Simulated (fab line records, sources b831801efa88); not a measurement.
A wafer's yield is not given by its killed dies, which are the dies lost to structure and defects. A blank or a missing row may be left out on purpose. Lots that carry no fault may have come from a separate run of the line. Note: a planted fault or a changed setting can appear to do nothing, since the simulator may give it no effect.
Matching of chambers    flow sky130    cmp-02 running SKY_VIA1_CMP_02: 4 sister chambers
The step polishes SiO2. 4 wafers are shown with their chamber, then 7 later ones without.

EACH WAFER AND ITS CHAMBER
wafer   chamber  motor_current_A (A)
L818.1  0        12.1
L818.5  2        11.5
L825.1  3        13.8
L825.3  1        9.8

WAFERS WHOSE CHAMBER IS MISSING
wafer   motor_current_A (A)
L825.6  12.5
L826.1  12.2
L826.2  13.1
L826.4  9.8
L831.1  11.9
L831.2  13.9
L831.4  11.7

EACH ONE'S CHAMBER
wafer   from the rows above      in truth
L825.6  can't be placed: 0 or 2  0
L826.1  can't be placed: 0 or 2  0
L826.2  can't be placed: 3 or 0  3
L826.4  1                        1
L831.1  can't be placed: 0 or 2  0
L831.2  3                        3
L831.4  can't be placed: 2 or 0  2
Correct placement for 2 of the 7. Can't be placed from these rows: 5 (the true chamber is among the candidates in 5). 0 placed wrongly.
How it was worked out, from the rows above alone: a wafer's distance from a chamber is the root of the sum, over the readings, of the square of ((its reading less the chamber's mean) divided by the reading's scatter). If the next closest chamber is less than 2 further off than the closest, the wafer can't be placed; otherwise it belongs to the closest. For every chamber, the mean is computed from those of its wafers that are shown. The scatter: with one shown wafer a chamber, the root of the mean of the squares of how far each hidden wafer lies from its nearest shown one.
